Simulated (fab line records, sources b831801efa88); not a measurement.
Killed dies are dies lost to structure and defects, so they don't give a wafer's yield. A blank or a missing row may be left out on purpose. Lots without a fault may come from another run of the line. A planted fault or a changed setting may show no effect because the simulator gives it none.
fab line records | flow sky130
record lots=12 wafers=36 last_day=50
route steps=708 shown FIELD_ISO@17 NWELL@34 VT_ADJUST_HVTP@92 PAD_OPEN@708
lots that met no fault: from a run of the same line without faults
start_h: hours from the record's first day to the start of the lot's first wafer shown | wait_h: hours since the lot's step before | " the same as in the row above | L1.1+2: a row that stands for several wafers | - no value, or no start given | * or withheld: withheld | < > ~ a bound
route shown NAME@n: a module of which the file shows steps, and the number in the route of the first | usual: mean/standard deviation of fault-free wafers | same: alike in all rows | chamber/n: place in a boat | sites: the reading at each site | _std_site: their standard deviation | _edge_site: outer sites' mean less inner sites' | radius_mm: how far each site lies from the wafer's centre | mask NAME#n: copy n | behind: the tool/chamber that last shaped the wafer | hold: why the lot was held/for how many hours/how that ended | device: the transistor (n, p or np) that didn't switch | end of line: the same wafers' tests at the end of the route | a step without rows: its recipe alone | killed: dies lost to structure and defects at the first sort, not the wafer's yield | map: a wafer's dies, x killed, . not, _ none there
set.NAME: the setting as run; set.NAME@STEP: as run at that earlier step | model.NAME: the simulator's own value behind a step, which no gauge read
steps of the route over a sample of lots; a table a step, a row a wafer
services: from which hour (start_h, from the record's first day; less than 0 if before it) a tool's chamber was out of use, for how many hours, and why
## steps
# step SKY_FIELD_ISO_STRIP_16
# recipe chemistry=O2/N2 power_w=1400 pressure_mtorr=1500 platen_temp_c=withheld o2_flow_sccm=3000 n2_flow_sccm=300 overash_fraction=0.5
# usual drypump_motor_current_A=6.1/0.6 oes_product_au=0.378/0.0044 strip_time_to_endpoint_s=3.552/0.023
# columns lot.wafer tool chamber start_h wait_h drypump_motor_current_A oes_product_au rf_hours_counter_h strip_time_to_endpoint_s
L241.2 plasma_asher-04 0 29.37 0.0 6.8 0.383 36 3.566
L241.4 " 1 " " 5.8 0.379 - 3.529
L241.5 " 0 " " 6.8 0.376 - 3.528
L242.1 plasma_asher-02 1 37.17 0.0 6.0 0.378 21 3.595
L242.2 " 0 " " 6.3 0.377 21 3.580
L242.3 " 0 " " 6.4 0.381 - 3.562
L243.1 plasma_asher-01 0 41.17 0.0 5.7 0.383 36 3.563
L243.5 " 0 " " 5.7 0.376 - 3.544
L243.6 " 1 " " 4.8 0.378 - 3.515
L244.1 plasma_asher-02 1 44.32 0.0 6.0 0.377 22 3.542
L244.2 " 0 " " 6.4 0.381 22 3.578
L244.5 " 0 " " 6.4 0.375 - 3.575
L245.3 plasma_asher-02 0 49.70 0.1 6.3 0.385 - 3.497
L245.5 " 0 " " 6.4 0.374 - 3.499
L245.6 " 1 " " 6.0 0.374 - 3.517
L246.1 plasma_asher-04 0 54.52 0.0 6.9 0.379 38 3.565
L246.3 " 1 " " 5.8 0.380 - 3.547
L246.4 " 0 " " 6.8 0.374 - 3.519
L248.2 plasma_asher-04 0 64.67 0.0 6.8 0.383 39 3.561
L248.4 " 0 " " 6.8 0.376 - 3.596
L248.5 " 0 " " 6.9 0.380 - 3.560
L250.2 plasma_asher-04 0 77.27 0.0 6.8 0.376 41 3.561
L250.4 " 0 " " 6.8 0.377 - 3.555
L250.6 " 0 " " 6.8 0.385 - 3.526
L257.1 plasma_asher-04 1 111.67 0.0 5.8 0.382 44 3.518
L257.2 " 0 " " 6.8 0.378 44 3.533
L257.5 " 0 " " 6.8 0.381 - 3.552
L260.1 plasma_asher-02 1 127.52 0.0 6.0 0.370 30 3.549
L260.4 " 1 " " 6.0 0.378 - 3.533
L260.5 " 0 " " 6.4 0.385 - 3.548
L263.2 plasma_asher-02 0 145.57 0.0 6.4 0.380 31 3.587
L263.3 " 1 " " 6.0 0.378 - 3.577
L263.4 " 0 " " 6.3 0.378 - 3.611
L264.2 plasma_asher-04 0 151.07 0.0 6.8 0.377 49 3.545
L264.5 " 1 " " 5.8 0.374 - 3.531
L264.6 " 0 " " 6.8 0.380 - 3.587
# step SKY_FIELD_ISO_ETCH_17
# recipe target_depth_a=3420 mask_material=Si3N4 chemistry=HBr/Cl2/O2 target=Si taper_deg=5 icp_w=600 bias_w=150 pressure_mtorr=15 HBr_flow_sccm=150 Cl2_flow_sccm=40 O2_flow_sccm=6 time_s=97.7
# usual HBr_flow_sccm=150.0/0.43 drypump_motor_current_A=6.2/0.42 oes_product_au=1.003/0.0072 run_length_s=126.2/0.41 throttle_valve_pct=25.654/0.01
# columns lot.wafer tool chamber start_h wait_h HBr_flow_sccm drypump_motor_current_A oes_product_au rf_hours_counter_h run_length_s throttle_valve_pct
L241.2 rie_si-02 2 29.47 0.1 150.0 6.7 1.013 115 125.7 25.637
L241.4 " 0 " " 150.1 6.6 1.001 2 126.3 25.656
L241.5 " 0 " " 150.3 6.6 1.010 - 127.0 25.627
L242.1 rie_si-02 1 37.27 0.1 150.4 5.2 0.994 59 125.7 25.652
L242.2 " 3 " " 150.4 6.1 1.007 14 126.1 25.642
L242.3 " 2 " " 150.6 6.7 1.017 115 126.2 25.643
L243.1 rie_si-01 1 41.27 0.1 149.9 6.6 0.993 1 125.7 25.655
L243.5 " 1 " " 149.6 6.6 0.998 - 125.6 25.662
L243.6 " 0 " " 150.5 6.0 0.995 - 126.8 25.660
L244.1 rie_si-02 3 44.42 0.1 150.2 6.1 1.004 14 125.8 25.659
L244.2 " 0 " " 149.5 6.6 1.000 2 126.5 25.664
L244.5 " 3 " " 150.9 6.1 1.017 - 125.6 25.643
L245.3 rie_si-01 0 49.77 0.0 150.5 6.1 1.007 23 127.0 25.668
L245.5 " 1 " " 149.8 6.6 1.001 - 126.1 25.659
L245.6 " 3 " " 150.0 6.3 1.000 - 125.9 25.645
L246.1 rie_si-01 1 54.62 0.1 149.3 6.6 0.995 1 126.2 25.675
L246.3 " 2 " " 150.7 6.1 0.991 2 126.2 25.654
L246.4 " 0 " " 150.2 6.1 1.007 23 127.0 25.668
L248.2 rie_si-01 3 64.77 0.1 150.4 6.3 0.996 112 126.0 25.650
L248.4 " 2 " " 150.0 6.1 0.998 2 116.1 25.653
L248.5 " 2 " " 150.0 6.0 1.006 - 116.0 25.660
L250.2 rie_si-01 1 77.37 0.1 150.1 6.6 1.005 1 126.4 25.656
L250.4 " 2 " " 150.0 6.0 0.998 2 116.0 25.655
L250.6 " 3 " " 149.5 6.3 1.011 - 126.2 25.650
L257.1 rie_si-02 3 111.77 0.1 150.0 6.1 0.997 15 126.5 25.664
L257.2 " 0 " " 149.3 6.6 0.998 2 126.4 25.654
L257.5 " 2 " " 150.2 6.8 0.994 - 125.6 25.673
L260.1 rie_si-02 3 127.62 0.1 149.7 6.1 1.002 15 125.9 25.669
L260.4 " 0 " " 150.2 6.6 1.002 2 126.8 25.639
L260.5 " 3 " " 149.3 6.1 1.006 - 125.6 25.673
L263.2 rie_si-01 3 145.67 0.1 149.9 6.4 1.000 113 126.1 25.663
L263.3 " 0 " " 151.0 6.1 1.021 24 126.9 25.652
L263.4 " 2 " " 149.4 6.0 1.005 3 126.2 25.645
L264.2 rie_si-01 3 151.17 0.1 149.8 6.3 1.006 113 126.2 25.658
L264.5 " 2 " " 150.2 6.0 1.008 - 126.2 25.646
L264.6 " 3 " " 149.9 6.3 1.011 - 125.9 25.659
# step SKY_NWELL_THK_MEAS_02
# recipe reads=SiO2_of_NWELL_OXIDATION_01
# usual NWELL_OXIDATION_THK=9.99/0.16
# columns lot.wafer tool chamber start_h wait_h NWELL_OXIDATION_THK[nm]
L241.2 film_metro-02 - 37.35 0.0 9.92
L241.4 " - " " 9.80
L241.5 " - " " 9.88
L242.1 film_metro-04 - 43.81 0.0 9.82
L242.2 " - " " 9.91
L242.3 " - " " 9.80
L243.1 film_metro-04 - 47.35 0.0 10.00
L243.5 " - " " 9.93
L243.6 " - " " 10.00
L244.1 film_metro-02 - 51.16 0.0 9.84
L244.2 " - " " 9.76
L244.5 " - " " 9.84
L245.3 film_metro-02 - 58.52 0.0 9.99
L245.5 " - " " 9.93
L245.6 " - " " 9.90
L246.1 film_metro-01 - 68.36 0.0 9.80
L246.3 " - " " 9.87
L246.4 " - " " 9.73
L248.2 film_metro-01 - 77.00 0.0 9.92
L248.4 " - " " 10.14
L248.5 " - " " 10.10
L250.2 film_metro-02 - 84.33 0.0 9.87
L250.4 " - " " 10.07
L250.6 " - " " 9.95
L257.1 film_metro-01 - 117.28 0.0 10.02
L257.2 " - " " 10.14
L257.5 " - " " 9.96
L260.1 film_metro-01 - 144.09 0.0 9.97
L260.4 " - " " 10.01
L260.5 " - " " 10.17
L263.2 film_metro-01 - 154.57 0.0 10.09
L263.3 " - " " 10.14
L263.4 " - " " 10.09
L264.2 film_metro-02 - 161.06 0.0 9.86
L264.5 " - " " 9.89
L264.6 " - " " 9.84
# step SKY_VT_ADJUST_HVTP_CD_MEAS_07
# recipe target_cd_nm=380
# usual cd_nm=379.4/2.7
# columns lot.wafer tool chamber start_h wait_h cd_nm
L241.2 cd_sem-01 - 120.62 0.1 376.9
L241.4 " - " " 378.3
L241.5 " - " " 375.8
L242.1 cd_sem-01 - 129.75 0.1 381.3
L242.2 " - " " 382.7
L242.3 " - " " 384.1
L243.1 cd_sem-02 - 131.80 0.1 382.5
L243.5 " - " " 380.1
L243.6 " - " " 382.1
L244.1 cd_sem-01 - 138.00 0.1 382.5
L244.2 " - " " 382.9
L244.5 " - " " 383.2
L245.3 cd_sem-02 - 146.24 0.1 380.8
L245.5 " - " " 380.9
L245.6 " - " " 377.3
L246.1 cd_sem-02 - 157.15 0.1 375.5
L246.3 " - " " 375.5
L246.4 " - " " 376.0
L248.2 cd_sem-02 - 170.07 0.1 379.6
L248.4 " - " " 379.2
L248.5 " - " " 377.5
L250.2 cd_sem-02 - 176.92 0.1 382.1
L250.4 " - " " 380.5
L250.6 " - " " 380.9
L257.1 cd_sem-01 - 219.95 0.1 381.8
L257.2 " - " " 382.5
L257.5 " - " " 381.8
L260.1 cd_sem-02 - 253.75 0.1 375.3
L260.4 " - " " 374.0
L260.5 " - " " 375.7
L263.2 cd_sem-02 - 265.12 0.1 375.1
L263.3 " - " " 376.3
L263.4 " - " " 376.0
L264.2 cd_sem-01 - 273.27 0.1 380.9
L264.5 " - " " 380.1
L264.6 " - " " 378.7
# step SKY_PAD_OPEN_PROBE_99
# usual killed_at_M0_to_M3=43/6.7 killed_at_M4_up=3.2/1.8 killed_at_contacts=25/5.2 killed_at_front_end=15/4.4 killed_at_other=0.2/0.4 killed_dies=87/9.3 killed_open=48/7.1 killed_short=39/6
# same gross_dies=492 killed_at_back_side=0
# columns lot.wafer tool chamber start_h wait_h killed_at_M0_to_M3 killed_at_M4_up killed_at_contacts killed_at_front_end killed_at_other killed_dies killed_open killed_short
L263.2 prober-01 - 1199.97 0.1 46 1 32 15 0 94 61 33
L263.3 prober-01 - 1200.02 0.2 39 4 38 12 0 93 51 42
L263.4 prober-01 - 1200.07 0.2 40 2 18 12 0 72 39 33
# killed by level:class
L263.2 LI_CONTACT:geometric_particle:open=13 VIA1:geometric_particle:open=12 CONTACT:geometric_particle:open=8 VIA2:geometric_particle:open=6 VIA3:geometric_particle:open=6 FIELD_ISO:geometric_particle:open=5 CONTACT:geometric_particle:short=5 VIA1:geometric_particle:short=5
L263.3 LI_CONTACT:geometric_particle:open=11 VIA1:geometric_particle:open=10 LOCAL_INTERCONNECT:geometric_particle:short=8 CONTACT:geometric_particle:open=8 VIA2:geometric_particle:open=8 VIA3:geometric_particle:open=8 CONTACT:geometric_particle:short=7 METAL1:geometric_particle:short=6
L263.4 VIA1:geometric_particle:open=10 CONTACT:geometric_particle:open=8 VIA1:geometric_particle:short=7 POLY_GATE:geometric_particle:open=5 METAL1:geometric_particle:short=5 VIA2:geometric_particle:open=5 SPACER:geometric_particle:short=4 LI_CONTACT:geometric_particle:open=4
## services
# columns tool chamber start_h hours kind
plasma_asher-01 - 20.45 2.0 repair
plasma_asher-04 - 37.62 2.6 repair
plasma_asher-01 - 44.27 17.3 repair
rie_si-01 2 46.41 5.9 repair
rie_si-01 3 83.05 6.4 repair
plasma_asher-01 - 108.75 9.0 pm
plasma_asher-01 0 108.75 9.0 vent_cycle
plasma_asher-01 1 108.75 9.0 vent_cycle
plasma_asher-01 0 117.75 - clean
plasma_asher-01 1 117.75 - clean
plasma_asher-02 - 128.01 9.0 repair
rie_si-01 - 134.22 0.5 repair
## key
first_sign step=SKY_FIELD_ISO_ETCH_17 reading=run_length_s direction=down sigmas=25 usual=* struck=*
effect none on later readings
met_at SKY_FIELD_ISO_ETCH_17
struck_lots L248,L250
struck_wafers L248.4,L248.5,L250.4
tester_left_out L248,L250
not_acting_at SKY_FIELD_ISO_STRIP_16,SKY_NWELL_THK_MEAS_02,SKY_VT_ADJUST_HVTP_CD_MEAS_07
onset_between 54.62 64.77
fault kind=process_parameter_drift tool=rie_si-01 chamber=2 onset_h=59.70 steps=SKY_FIELD_ISO_ETCH_17 channel=time_s offset=* shape=step end_h=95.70 acts_in=* stated=*
# tester_left_out: of these lots the tester's yield and bins aren't shown, on N5 and GAA mostly nor the transistor test; their killed dies are dies lost to structure and defects alone, not to doping, threshold or leakage, so they don't give the yield
